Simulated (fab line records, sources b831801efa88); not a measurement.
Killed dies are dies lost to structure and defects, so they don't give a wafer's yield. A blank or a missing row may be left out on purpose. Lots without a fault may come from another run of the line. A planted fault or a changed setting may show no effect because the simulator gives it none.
Which tool did it? | flow sky130 | 12 lots, 36 wafers sampled, at 4 steps of a route of 708

WHAT THE GAUGES READ, wafer by wafer
SKY_VIA2_RS_MEAS_22: measures by four-point-probe. Usual: VIA2_W_RS 0.271 ohm/sq, standard deviation 0.0034.
lot  | measured     | on            | VIA2_W_RS (ohm/sq) | flag
L542 | day 36 08:46 | film_metro-03 | 0.272 0.271 0.271  |
L543 | day 36 21:13 | film_metro-02 | 0.272 0.267 0.269  |
L544 | day 37 02:29 | film_metro-02 | 0.270 0.273 0.270  |
L546 | day 37 09:37 | film_metro-02 | 0.272 0.274 0.271  |
L547 | day 38 00:37 | film_metro-04 | 0.272 0.275 0.272  |
L550 | day 38 17:50 | film_metro-03 | 0.269 0.275 0.274  |
L551 | day 39 08:36 | film_metro-04 | 0.273 0.268 0.268  |
L552 | day 39 16:12 | film_metro-02 | 0.262 0.268 0.273  |
L554 | day 40 00:08 | film_metro-03 | 0.264 0.267 0.274  |
L555 | day 40 13:50 | film_metro-03 | 0.270 0.273 0.276  |
L563 | day 42 12:38 | film_metro-03 | 0.263 0.273 0.274  |
L564 | day 43 03:21 | film_metro-03 | 0.271 0.272 0.270  |

SKY_CAPM_RS_MEAS_03: measures by four-point-probe. Usual: CAPM_TIN_RS 6.91 ohm/sq, standard deviation 0.063.
lot  | measured     | on            | CAPM_TIN_RS (ohm/sq) | flag
L542 | day 36 09:35 | film_metro-01 | 6.85 6.86 6.88       |
L543 | day 36 22:03 | film_metro-02 | 6.81 6.91 6.87       |
L544 | day 37 03:45 | film_metro-02 | 6.84 6.93 6.93       |
L546 | day 37 10:26 | film_metro-04 | 6.96 6.95 6.94       |
L547 | day 38 01:27 | film_metro-04 | 6.82 6.84 6.92       |
L550 | day 38 18:39 | film_metro-01 | 6.90 6.92 6.87       |
L551 | day 39 10:04 | film_metro-02 | 6.93 6.92 7.02       |
L552 | day 39 17:02 | film_metro-01 | 6.88 6.85 6.88       |
L554 | day 40 00:58 | film_metro-01 | 6.87 6.93 6.90       |
L555 | day 40 14:40 | film_metro-01 | 6.90 6.97 6.91       |
L563 | day 42 13:27 | film_metro-04 | 6.87 6.82 6.78       |
L564 | day 43 04:15 | film_metro-01 | 6.89 6.94 6.94       |

WHICH TOOL RAN EACH LOT (tool, then ch and the chambers of the sampled wafers, then the start)
lot  | SKY_METAL3_SPUTTER_04        | SKY_CAPM_SPUTTER_02
L542 | pvd_sputter-01, day 36 09:19 | pvd_sputter-02, day 36 09:27
L543 | pvd_sputter-03, day 36 21:47 | pvd_sputter-02, day 36 21:55
L544 | pvd_sputter-04, day 37 03:31 | pvd_sputter-03, day 37 03:38
L546 | pvd_sputter-01, day 37 10:10 | pvd_sputter-02, day 37 10:18
L547 | pvd_sputter-03, day 38 01:11 | pvd_sputter-02, day 38 01:19
L550 | pvd_sputter-03, day 38 18:25 | pvd_sputter-02, day 38 18:32
L551 | pvd_sputter-03, day 39 09:49 | pvd_sputter-02, day 39 09:57
L552 | pvd_sputter-01, day 39 16:47 | pvd_sputter-03, day 39 16:55
L554 | pvd_sputter-03, day 40 00:41 | pvd_sputter-01, day 40 00:49
L555 | pvd_sputter-03, day 40 14:25 | pvd_sputter-02, day 40 14:33
L563 | pvd_sputter-04, day 42 13:13 | pvd_sputter-01, day 42 13:21
L564 | pvd_sputter-04, day 43 04:01 | pvd_sputter-01, day 43 04:08
- SKY_METAL3_SPUTTER_04: material TiN, target thk 70 nm, time 58.3 s.
- SKY_CAPM_SPUTTER_02: material TiN, target thk 200 nm, time 166.7 s.

WHAT THE TOOLS THEMSELVES READ (means of the sampled wafers that have a number; where no wafer has one, the mark that the record gives instead)
SKY_METAL3_SPUTTER_04. Usual: chamber_pressure_pa 0.4000 Pa, standard deviation 0.00074; throttle_valve_pct 30.4 %, standard deviation 1.2.
lot  | tool           | chamber_pressure_pa (Pa) | throttle_valve_pct (%) | flag
L542 | pvd_sputter-01 | 0.4002                   | 30.0                   |
L543 | pvd_sputter-03 | 0.3999                   | 31.7                   |
L544 | pvd_sputter-04 | 0.4000                   | 30.4                   |
L546 | pvd_sputter-01 | 0.3996                   | 29.8                   |
L547 | pvd_sputter-03 | 0.3988                   | 30.1                   |
L550 | pvd_sputter-03 | 0.3995                   | 30.0                   |
L551 | pvd_sputter-03 | 0.4002                   | 29.1                   |
L552 | pvd_sputter-01 | 0.3998                   | 30.7                   |
L554 | pvd_sputter-03 | 0.6321                   | 24.3                   | OFF
L555 | pvd_sputter-03 | 0.6324                   | 24.6                   | OFF
L563 | pvd_sputter-04 | 0.3991                   | 30.1                   |
L564 | pvd_sputter-04 | 0.4004                   | 30.3                   |

SKY_CAPM_SPUTTER_02. Usual: chamber_pressure_pa 0.4000 Pa, standard deviation 0.00078; throttle_valve_pct 29.9 %, standard deviation 1.2.
lot  | tool           | chamber_pressure_pa (Pa) | throttle_valve_pct (%) | flag
L542 | pvd_sputter-02 | 0.4007                   | 29.8                   |
L543 | pvd_sputter-02 | 0.4003                   | 30.6                   |
L544 | pvd_sputter-03 | 0.3994                   | 30.3                   |
L546 | pvd_sputter-02 | 0.4005                   | 29.6                   |
L547 | pvd_sputter-02 | 0.3995                   | 29.8                   |
L550 | pvd_sputter-02 | 0.4004                   | 29.9                   |
L551 | pvd_sputter-02 | 0.4002                   | 29.6                   |
L552 | pvd_sputter-03 | 0.4003                   | 29.9                   |
L554 | pvd_sputter-01 | 0.3998                   | 29.4                   |
L555 | pvd_sputter-02 | 0.4000                   | 30.8                   |
L563 | pvd_sputter-01 | 0.4001                   | 30.8                   |
L564 | pvd_sputter-01 | 0.3999                   | 29.7                   |

THE ANSWER, worked out from the rows above alone
Rule: a lot is off if the mean of its wafers that have a number lies more than 3 standard deviations from the usual mean. A lot without any number at a reading at which 4 lots or more have one is off too. The other lots that the step has rows for count as sound. The gauges are gone through in route order, then the tools' own readings, and for those a lot's mean is taken as printed above. The first step at which some lot is off is used, and at that step the reading that is off furthest; a lot without a number counts as furthest.
Off: L554, L555, at SKY_METAL3_SPUTTER_04 (chamber_pressure_pa).
A tool fits if, at that step or a process step before it, it ran every lot that is off, and no sound lot after the first of them. One fits: pvd_sputter-03 at SKY_METAL3_SPUTTER_04. Its last sound lot is L551 (day 39 09:49), its first lot that is off L554 (day 40 00:41): a fault that began between those two fits.
The tool's own readings at SKY_METAL3_SPUTTER_04 bear it out: on the lots that are off they differ by more than 5 times the standard deviation of the sound lots' means. chamber_pressure_pa reads 0.6322 Pa there against 0.3997 Pa on the sound lots; throttle_valve_pct reads 24.5 % there against 30.2 % on the sound lots.

WHAT THE SIMULATOR HAD PUT IN
Process parameter drift: pvd_sputter-03, from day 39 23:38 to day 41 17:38, at SKY_METAL3_SPUTTER_04. Setting chamber_pressure_pa, moved by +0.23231, from 0.4. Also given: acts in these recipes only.
Lots struck among those shown: L554, L555. The rule above found the same.
